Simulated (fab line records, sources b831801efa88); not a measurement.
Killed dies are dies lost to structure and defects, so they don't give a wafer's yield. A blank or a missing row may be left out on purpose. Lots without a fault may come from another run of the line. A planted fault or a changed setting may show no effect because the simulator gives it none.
Chamber matching | flow gf180mcu | GF_STI_CMP_25 on cmp-02: 4 sister chambers
The step polishes, stops on Si3N4, t overpolish 33 s, target thk 524.6 nm. 7 wafers are shown with their chamber, then 8 later ones without.

WAFERS WITH THEIR CHAMBER
wafer  | chamber | motor_current_A (A) | time_to_endpoint_s (s)
L258.5 | 0       | 10.3                | 126
L263.3 | 1       | 11.7                | 122
L263.6 | 2       | 11.1                | 117
L270.4 | 1       | 11.2                | 119
L270.5 | 3       | 11.2                | 123
L270.6 | 2       | 11.5                | 116
L272.1 | 0       | 10.7                | 117

WAFERS WITHOUT THEIR CHAMBER
wafer  | motor_current_A (A) | time_to_endpoint_s (s)
L272.2 | 11.4                | 113
L272.5 | 11.4                | 121
L273.1 | 10.8                | 120
L273.2 | 10.2                | 118
L273.4 | 11.4                | 119
L275.3 | 11.4                | 116
L275.4 | 10.4                | 117
L275.5 | 11.5                | 114

WHICH CHAMBER EACH WENT THROUGH
wafer  | from the rows above               | in truth
L272.2 | can't be placed: 2 or 1 or 3      | 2
L272.5 | can't be placed: 1 or 3 or 2      | 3
L273.1 | can't be placed: 0 or 3 or 2 or 1 | 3
L273.2 | 0                                 | 0
L273.4 | can't be placed: 1 or 2 or 3      | 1
L275.3 | can't be placed: 2 or 1 or 3      | 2
L275.4 | can't be placed: 0 or 2 or 3      | 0
L275.5 | can't be placed: 2 or 1 or 3      | 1
Placed correctly: 1 of 8. Can't be placed from these rows: 7 (the true chamber is among the candidates in 7). Placed wrongly: 0.
How it was worked out, from the rows above alone: a wafer's distance from a chamber is the root of the sum, over the readings, of the square of ((its reading less the chamber's mean) divided by the reading's scatter). The wafer belongs to the nearest chamber; if the next one is less than 2 further off, it can't be placed. A chamber's mean is the mean of its shown wafers. The scatter: the root of (the sum of the squares of (reading less its chamber's mean) over the shown wafers, divided by (wafers less chambers)).
